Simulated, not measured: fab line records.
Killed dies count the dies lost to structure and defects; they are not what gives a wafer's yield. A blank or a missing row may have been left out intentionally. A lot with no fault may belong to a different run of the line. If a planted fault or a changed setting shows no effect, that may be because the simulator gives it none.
Which tool is to blame? | flow gf180mcu | 21 wafers from 7 lots sampled at 2 of the route's 602 steps

WHAT THE GAUGES READ, wafer by wafer
GF_LVPWELL_OVL_MEAS_07.
lot  | measured    | on         | LVPWELL_OVL (nm)
L572 | day 4 10:23 | overlay-02 | 1.3 2.3 -0.9
L576 | day 4 20:17 | overlay-01 | -0.5 0.8 0.0
L577 | day 5 04:09 | overlay-02 | 3.8 2.5 1.7
L579 | day 5 16:37 | overlay-02 | - - -
L581 | day 5 21:38 | overlay-02 | 0.6 1.2 0.7
L590 | day 8 16:46 | overlay-02 | 0.8 3.8 1.9
L592 | day 9 03:55 | overlay-01 | -0.3 -1.3 -0.2

WHICH TOOL RAN EACH LOT (tool, then ch and the chambers of the sampled wafers, then the start)
lot  | GF_LVPWELL_COAT_02
L572 | litho_track-02 ch 0, day 4 03:13
L576 | litho_track-01 ch 0, day 4 13:29
L577 | litho_track-01 ch 0, day 4 21:34
L579 | litho_track-03, day 5 09:14
L581 | litho_track-03 ch 0, day 5 14:34
L590 | litho_track-01 ch 0, day 8 08:05
L592 | litho_track-03 ch 0, day 8 19:55
- GF_LVPWELL_COAT_02: resist thk 3000 nm.

THE ANSWER, worked out from the rows above alone
Rule: what is usual is taken from the lots themselves. Put in order of their means at a reading, lots are off if they are a third of the lots or fewer, leave a main group of 4 or more, and stand apart from it by a gap of 3 or more times the standard deviation of the main group's means; of several such gaps the widest counts. If all means in a main group match to the digits the tables above print for the reading, that group is not used. Also off: a lot with no number at a reading for which 4 or more lots have one. Any other lot the step has rows for is counted as sound.
Off: at GF_LVPWELL_OVL_MEAS_07 (LVPWELL_OVL), L579. Without a number there: L579. For the main group the mean is 1.0 nm and the standard deviation 1.1.
A tool fits if, at a process step before that reading, it ran every lot that is off, and no sound lot after the first of them. The gauges at GF_LVPWELL_OVL_MEAS_07 are tried like those tools. None of those tried fits.

WHAT HAD BEEN PUT IN BY THE SIMULATOR
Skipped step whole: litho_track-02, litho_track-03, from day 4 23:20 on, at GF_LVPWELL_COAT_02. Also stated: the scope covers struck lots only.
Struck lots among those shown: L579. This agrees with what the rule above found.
